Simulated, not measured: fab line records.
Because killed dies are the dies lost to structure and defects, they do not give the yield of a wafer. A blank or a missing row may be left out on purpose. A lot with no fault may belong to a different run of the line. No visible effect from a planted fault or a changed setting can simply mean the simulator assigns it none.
2 desks, one fault -- flow sky130 -- what lay behind the numbers comes last; until then each desk has only its own

FOR THE TOOL OWNER'S DESK: implanter-02
The tool's own readings at SKY_NWELL_IMPLANT_24, given as means over the sampled wafers that have a number, one for each lot that went through this tool. Any lot whose mean is over 4 standard deviations away from the usual mean is out of limits and marked OUT; that distance is given in the brackets.
Columns: A = beam energy keV at SKY_NWELL_IMPLANT_24, usual 139.99
lot,first seen here,A
L314,day 6 13:47,139.98
L326,day 9 14:25,127.19 (-99 or more) OUT
L330,day 10 16:50,127.27 (-99 or more) OUT
This desk's finding: out of limits on L326, L330; first on L326, day 9 14:25 (beam energy keV at SKY_NWELL_IMPLANT_24). L314: within limits.

FROM THE METROLOGY DESK
Means of the sampled wafers that have a number, per lot and without regard to the tool the lot ran on: this is what the gauges read. Any lot whose mean is over 4 standard deviations away from the usual mean is out of limits and marked OUT; that distance is given in the brackets.
Columns: A = NWELL_TW at SKY_NWELL_TW_MEAS_15, usual 1832; B = NWELL_01_OVL at SKY_NWELL_OVL_MEAS_23, usual 0.2 nm
lot,first seen here,A,B
L311,day 5 05:59,1838,-1.3
L314,day 5 19:28,1828,-1.0
L315,day 6 02:36,1823,0.5
L320,day 7 04:23,1838,3.0
L326,day 8 16:56,1833,3.0
L330,day 9 17:17,1826,-0.6
This desk found nothing out of limits on any of the 6 lots.

ALL TOGETHER
The tool owner's desk could have raised an alarm at day 9 14:25, on L326, L330.
Nothing out of limits was seen by the metrology desk.
The metrology desk has L326, L330 on record, within its limits.
Every lot named ran SKY_NWELL_IMPLANT_24 on implanter-02.

WHAT WAS PUT IN BY THE SIMULATOR
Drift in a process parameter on implanter-02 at SKY_NWELL_IMPLANT_24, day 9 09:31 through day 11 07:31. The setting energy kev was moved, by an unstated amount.
Shown lots that were struck: L326, L330.
Each desk's first reading out of limits, in hours after the fault started: the tool owner's desk, 5.
